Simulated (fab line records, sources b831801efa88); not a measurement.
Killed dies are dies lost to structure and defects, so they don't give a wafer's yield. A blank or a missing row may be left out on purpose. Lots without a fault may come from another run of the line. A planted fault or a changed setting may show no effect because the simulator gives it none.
A struck lot beside a sound one | flow sky130 | 44 steps out of a route of 708
Sound: wafers L441.1, L441.3, L441.6. Struck: wafer L438.4. (L438.1, L438.5 of the same lot were not struck and are left out.) The cause comes at the end.
At each step with rows: each side's tool, then ch and its chambers, then its first start. Under that, the readings that differ: sound wafers | struck wafers | difference of the means | sigmas: that difference in standard deviations of wafers without a fault.
alike: readings whose means differ by less than 2 such deviations, and words and numbers that are the same on both sides. not compared: withheld readings, readings that some wafer has no value for, bounds like >300 that may hide the same value, and numbers for which the record gives no deviation and whose values overlap.
The two part at a step that has a row with sigmas, a row that says differs or no value, or rows on one side only. Numbers that don't overlap but have no deviation are shown without sigmas and don't part them. A reading that every wafer of one side lacks parts them only if that side has two wafers or more.

SKY_METAL4_CD_MEAS_13: target cd 300 nm.
  sound on cd_sem-02, day 48 23:49; struck on cd_sem-01, day 44 20:10
  alike: cd_nm
SKY_METAL4_OVL_MEAS_14:
  sound on overlay-01, day 48 23:56; struck on overlay-01, day 44 20:17
  alike: METAL4_OVL
then, 1 step without rows for these wafers: SKY_METAL4_DESCUM_15 (chemistry O2, time 8 s).
SKY_METAL4_ETCH_16: etches BARC in N2/H2, stops on SiO2, time 88.2 s, target depth 60 nm.
  sound on rie_metal-03 ch 1, day 49 00:01; struck on rie_metal-04 ch 0, day 44 20:22
  reading                     | sound       | struck | difference | sigmas
  drypump_motor_current_A (A) | 5.0 5.0 5.0 | 5.9    | +0.9       | +3
  alike: bias_w, oes_product_au, throttle_valve_pct
  not compared: rf_hours_counter_h
then, 2 steps without rows for these wafers: SKY_METAL4_ETCH_17 (etches SiO2 in C4F8/O2/Ar, stops on TiN, time 3.9 s, target depth 15 nm); SKY_METAL4_METAL_ETCH_18 (etches the open film in Cl2/BCl3, stops on SiO2, target depth 845 nm, time 183.1 s).
SKY_METAL4_STRIP_19: strips in O2/N2.
  sound on plasma_asher-02 ch 0,1, day 49 00:18; struck on plasma_asher-03 ch 1, day 44 20:40
  reading                     | sound          | struck | difference | sigmas
  drypump_motor_current_A (A) | 5.82 5.76 5.80 | 5.14   | -0.65      | -2
  alike: oes_product_au, strip_time_to_endpoint_s
  not compared: rf_hours_counter_h
then, 4 steps without rows for these wafers: SKY_METAL4_STRIP_20 (strips in post etch residue remover, time 1200 s); SKY_METAL4_CLEAN_21 (cleans in IPA, time 180 s); SKY_METAL4_CLEAN_22 (cleans in O3/DIW); SKY_VIA4_HDPCVD_00 (deposits SiO2, target thk 1750 nm, time 291.7 s).
SKY_VIA4_THK_MEAS_01:
  sound on film_metro-02, day 49 01:04; struck on film_metro-02, day 44 21:32
  reading              | sound          | struck | difference | sigmas
  VIA4_HDPCVD_THK (nm) | 1792 1735 1781 | 1720   | -49        | -2
SKY_VIA4_CMP_02: polishes SiO2.
  sound on cmp-01 ch 0,1, day 49 01:08; struck on cmp-01 ch 1, day 44 21:40
  reading                                  | sound             | struck | difference | sigmas
  model.SiO2_of_VIA4_HDPCVD_00.thk_nm (nm) | 577.9 580.4 579.2 | 637.9  | +58.7      |
  alike: motor_current_A
SKY_VIA4_BOW_MEAS_03:
  sound on film_metro-02, day 49 01:26; struck on film_metro-02, day 44 21:58
  alike: VIA4_BOW
then, 7 steps without rows for these wafers: SKY_VIA4_DEHYDRATE_04 (time 60 s); SKY_VIA4_HMDS_05 (prime time 60 s); SKY_VIA4_COAT_06 (resist thk 1140 nm); SKY_VIA4_SOFTBAKE_07 (time 60 s); SKY_VIA4_EXPOSE_08 (exposes mask VIM4, target cd 800 nm); SKY_VIA4_PEB_09; SKY_VIA4_DEVELOP_10 (develop time 60 s).
SKY_VIA4_OVL_MEAS_11:
  sound on overlay-01, day 49 19:45; struck on overlay-01, day 45 20:12
  alike: VIA4_OVL
SKY_VIA4_ETCH_12: etches SiO2 in C4F8/O2/Ar, stops on TiN, target depth 580 nm.
  sound on rie_diel-01 ch 0,2,3, day 49 19:47; struck on rie_diel-01 ch 3, day 45 20:14
  reading                          | sound             | struck | difference | sigmas
  oes_product_au (a.u.)            | 0.923 0.925 0.917 | 0.966  | +0.044     | +9
  model.etch.depth_nm (nm)         | 577.9 580.4 579.2 | 637.9  | +58.7      |
  model.VIA4.feature_depth_nm (nm) | 577.9 580.4 579.2 | 637.9  | +58.7      |
  alike: bias_w
then, 6 steps without rows for these wafers: SKY_VIA4_STRIP_13 (strips in O2/N2); SKY_VIA4_STRIP_14 (strips in post etch residue remover, time 1200 s); SKY_VIA4_CLEAN_15 (cleans in IPA, time 180 s); SKY_VIA4_CLEAN_16 (cleans in O3/DIW); SKY_VIA4_SPUTTER_17 (material TiN, target thk 20 nm, time 80 s); SKY_VIA4_CVD_18 (deposits W, target thk 505 nm, time 152.14 s).
SKY_VIA4_RS_MEAS_19: measures by four-point-probe.
  sound on film_metro-04, day 49 20:43; struck on film_metro-01, day 45 21:09
  alike: VIA4_W_RS
SKY_VIA4_THK_MEAS_20: measures by xrf.
  sound on film_metro-04, day 49 20:50; struck on film_metro-01, day 45 21:16
  alike: VIA4_W_THK
then, 1 step without rows for these wafers: SKY_VIA4_CMP_21 (polishes, stops on SiO2, t overpolish 25 s, target thk 0 nm).
SKY_METAL5_SPUTTER_00: material Ti, target thk 15 nm, time 10 s.
  sound on pvd_sputter-04, day 49 21:11; struck on pvd_sputter-01, day 45 21:38
  alike: throttle_valve_pct
SKY_METAL5_SPUTTER_01: material TiN, target thk 20 nm, time 16.7 s.
  sound on pvd_sputter-04, day 49 21:13; struck on pvd_sputter-01, day 45 21:39
  alike: throttle_valve_pct
SKY_METAL5_SPUTTER_02: material AlCu, target thk 1150 nm, time 61.2 s.
  sound on pvd_sputter-04, day 49 21:14; struck on pvd_sputter-01, day 45 21:41
  alike: throttle_valve_pct
then, 2 steps without rows for these wafers: SKY_METAL5_SPUTTER_03 (material Ti, target thk 5 nm, time 3.3 s); SKY_METAL5_SPUTTER_04 (material TiN, target thk 70 nm, time 58.3 s).
SKY_METAL5_RS_MEAS_05: measures by four-point-probe.
  sound on film_metro-02, day 49 21:21; struck on film_metro-01, day 45 21:48
  alike: METAL5_ALCU_RS
SKY_METAL5_THK_MEAS_06: measures by xrf.
  sound on film_metro-02, day 49 21:28; struck on film_metro-01, day 45 21:55
  alike: METAL5_ALCU_THK
then, 3 steps without rows for these wafers: SKY_METAL5_DEHYDRATE_07 (time 60 s); SKY_METAL5_HMDS_08 (prime time 60 s); SKY_METAL5_COAT_09 (resist thk 1800 nm).
SKY_METAL5_METAL_ETCH_15: etches the open film in Cl2/BCl3, stops on SiO2, target depth 1260 nm, time 252 s.
  sound on rie_metal-01 ch 0,1, day 50 14:45; struck on rie_metal-02 ch 0, day 46 19:59
  reading                                  | sound             | struck | difference | sigmas
  drypump_motor_current_A (A)              | 5.3 5.2 5.1       | 5.9    | +0.7       | +2
  model.SiO2_of_VIA4_HDPCVD_00.thk_nm (nm) | 546.4 549.1 548.7 | 607.5  | +59.4      |
  alike: bias_w, oes_product_au, throttle_valve_pct
  not compared: rf_hours_counter_h
SKY_PAD_OPEN_PROBE_99:
  sound on prober-01, day 52 05:02; struck on prober-02, day 48 17:44
  reading                       | sound                | struck | difference | sigmas
  model.etest.via4_chain.rc_ohm | 0.7911 0.7988 0.8471 | 1.083  | +0.271     |

WHERE THEY PART
First at SKY_METAL4_ETCH_16; last, within this record, at SKY_METAL5_METAL_ETCH_15.

WHY: what the simulator had put in
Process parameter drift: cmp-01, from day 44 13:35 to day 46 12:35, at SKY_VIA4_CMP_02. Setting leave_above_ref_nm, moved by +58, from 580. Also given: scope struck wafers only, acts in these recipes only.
